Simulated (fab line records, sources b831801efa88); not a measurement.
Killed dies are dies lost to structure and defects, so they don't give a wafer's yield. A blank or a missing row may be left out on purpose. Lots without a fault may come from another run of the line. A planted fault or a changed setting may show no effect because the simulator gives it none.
Problem report in the 8D (eight disciplines) form, filled by code | flow sky130 | the parts of the form that need people (team, actions taken, sign-off) are left out

1. THE PROBLEM
SD_N_RS at SKY_SD_N_RS_MEAS_16 reads a mean of 70.76 ohm/sq on 6 wafers of 2 lots; wafers without a fault read 68.57 ohm/sq with a standard deviation of 0.11. That is +20 standard deviations from the usual mean.
The step: measures by four-point-probe.
First seen on wafer L163.1, day 34 14:05, on film_metro-02. The record holds 33 wafers of 11 lots with a number at this step. Rule for "out", or "out of limits": more than 4 standard deviations from the usual mean. The other wafers with a number count as sound.

2. WHAT IT IS AND WHAT IT IS NOT
question                    | is                           | is not
which readings at this step | SD_N_RS                      | -
which lots                  | L163, L165                   | L144, L145, L147, L148, L151, L152, L153, L154, L157
which wafers of those lots  | all that have a number       | -
read on which gauges        | film_metro-02, film_metro-04 | film_metro-03
when                        | from day 34 14:05            | up to then (27 sound wafers)

3. SUSPECTS, AND WHAT RULES EACH OUT
Counting: a tool at a process step up to the reading stays a suspect if it ran every lot that is out and no sound lot after the first of them.
- the gauge at SKY_SD_N_RS_MEAS_16: ruled out. The wafers that are out were read on 2 gauges (film_metro-02, film_metro-04).
- rtp_anneal-01 at SKY_SD_N_RTA_14 (time 2 s): kept. It ran every lot that is out, first L163 (day 34 13:55), and no sound lot after that; its last sound lot up to then is L157 (day 32 06:14). Its own readings are out on those wafers: lamp_power_pct.
Left after counting: rtp_anneal-01 at SKY_SD_N_RTA_14.

4. THE CAUSE (what the simulator had put in)
Process parameter drift: rtp_anneal-01, from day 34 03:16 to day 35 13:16, at SKY_SD_N_RTA_14. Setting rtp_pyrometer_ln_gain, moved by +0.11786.
Counting left only this tool.

5. THE CHAIN OF EFFECTS, in route order
Each row: a reading whose mean over the struck wafers that have a number lies more than 3 standard deviations from the usual. Only readings for which the record gives a usual standard deviation are gone through. hours: the time from each lot's start at the first step in this table that gives one to its start at this step, as a median over the lots. sigmas: the change in usual standard deviations.
hours | step                | reading        | usual        | on struck wafers | change | sigmas
0     | SKY_SD_N_RTA_14     | lamp_power_pct | 15.73 %      | 15.23            | -0.50  | -8.5
0     | SKY_SD_N_RS_MEAS_16 | SD_N_RS        | 68.57 ohm/sq | 70.76            | +2.19  | +20
4     | SKY_SD_N_RS_MEAS_17 | SD_P_RS        | 147.1 ohm/sq | 159.7            | +12.6  | +34
The process steps in it:
- SKY_SD_N_RTA_14: time 2 s.

6. WHAT WOULD HAVE CAUGHT IT SOONER
In this record the first reading out of limits at a measuring or inspecting step was taken at day 34 14:05, 11 hours after the fault began at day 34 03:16.
The tool's own readings at SKY_SD_N_RTA_14 were out on every struck wafer that the step has a row for (lamp_power_pct): an alarm limit on them would have fired on the first of those.
Of the lots that are out (2), L165 began SKY_SD_N_RTA_14 on rtp_anneal-01 after day 34 14:05. A hold on the tool at that time would have spared it.
